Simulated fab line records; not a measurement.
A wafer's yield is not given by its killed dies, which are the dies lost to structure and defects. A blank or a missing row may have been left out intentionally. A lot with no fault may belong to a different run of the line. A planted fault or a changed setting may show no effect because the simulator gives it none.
One fault seen from 2 desks / flow sky130 / each desk holds nothing but its own numbers, with what lay behind them at the end

## METROLOGY DESK
What the gauges read, lot by lot, whatever tool the lot ran on: means of the sampled wafers that have a number. If a lot's mean is further than 4 standard deviations from the usual mean, the lot is out of limits and carries the mark OUT (the distance appears in the brackets).
Columns: A = CONTACT_W_RS at SKY_CONTACT_RS_MEAS_25, usual 0.339 ohm/sq; B = VIA1_HDPCVD_THK at SKY_VIA1_THK_MEAS_01, usual 1022 nm
lot=L428; first seen here=day 33 03:50; A=0.331; B=1017
lot=L429; first seen here=day 33 05:46; A=0.343; B=1018
lot=L431; first seen here=day 34 01:50; A=0.333; B=1038
lot=L433; first seen here=day 34 11:47; A=0.342; B=1032
lot=L436; first seen here=day 35 10:08; A=0.341; B=1021
lot=L437; first seen here=day 35 15:34; A=0.345; B=1029
lot=L439; first seen here=day 35 23:37; A=0.337; B=1022
lot=L440; first seen here=day 36 12:12; A=0.345; B=1014
lot=L441; first seen here=day 36 13:13; A=0.342; B=967 (-5.7) OUT
lot=L442; first seen here=day 36 18:16; A=0.340; B=968 (-5.6) OUT
lot=L449; first seen here=day 38 20:33; A=0.343; B=1027
This desk finds L441, L442 out of limits, with the earliest case on L441 at day 37 18:22 (VIA1_HDPCVD_THK at SKY_VIA1_THK_MEAS_01). In limits: L428, L429, L431, L433, L436, L437, L439, L440, L449.

## FOR THE TOOL OWNER'S DESK: hdpcvd-01
The tool's own readings at SKY_VIA1_HDPCVD_00 (deposits SiO2, target thk 1030 nm, time 171.7 s): means of the sampled wafers that have a number, for each lot that ran on this tool. If a lot's mean is further than 4 standard deviations from the usual mean, the lot is out of limits and carries the mark OUT (the distance appears in the brackets).
Columns: A = run_length_s at SKY_VIA1_HDPCVD_00, usual 199.6 s
lot=L429; first seen here=day 34 10:32; A=199.1
lot=L433; first seen here=day 35 16:48; A=199.7
lot=L437; first seen here=day 36 19:52; A=199.6
lot=L439; first seen here=day 37 04:13; A=199.5
lot=L441; first seen here=day 37 18:15; A=190.8 (-20) OUT
lot=L442; first seen here=day 37 23:32; A=191.4 (-19) OUT
This desk's verdict: out of limits on L441, L442, starting with L441 at day 37 18:15 (run_length_s at SKY_VIA1_HDPCVD_00). In limits: L429, L433, L437, L439.

## ALL TOGETHER
At day 37 18:15, on L441, L442, the tool owner's desk was in a position to raise an alarm.
L441, L442 would have let the metrology desk raise an alarm at day 37 18:22.
The lots listed all ran SKY_VIA1_HDPCVD_00 on hdpcvd-01.

## WHAT THE SIMULATOR HAD PUT IN
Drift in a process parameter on hdpcvd-01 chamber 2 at SKY_VIA1_HDPCVD_00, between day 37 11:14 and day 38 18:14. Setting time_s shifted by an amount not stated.
Shown lots that were struck: L441, L442.
Hours from the fault's start to each desk's first reading out of limits: the tool owner's desk, 7; the metrology desk, 7.
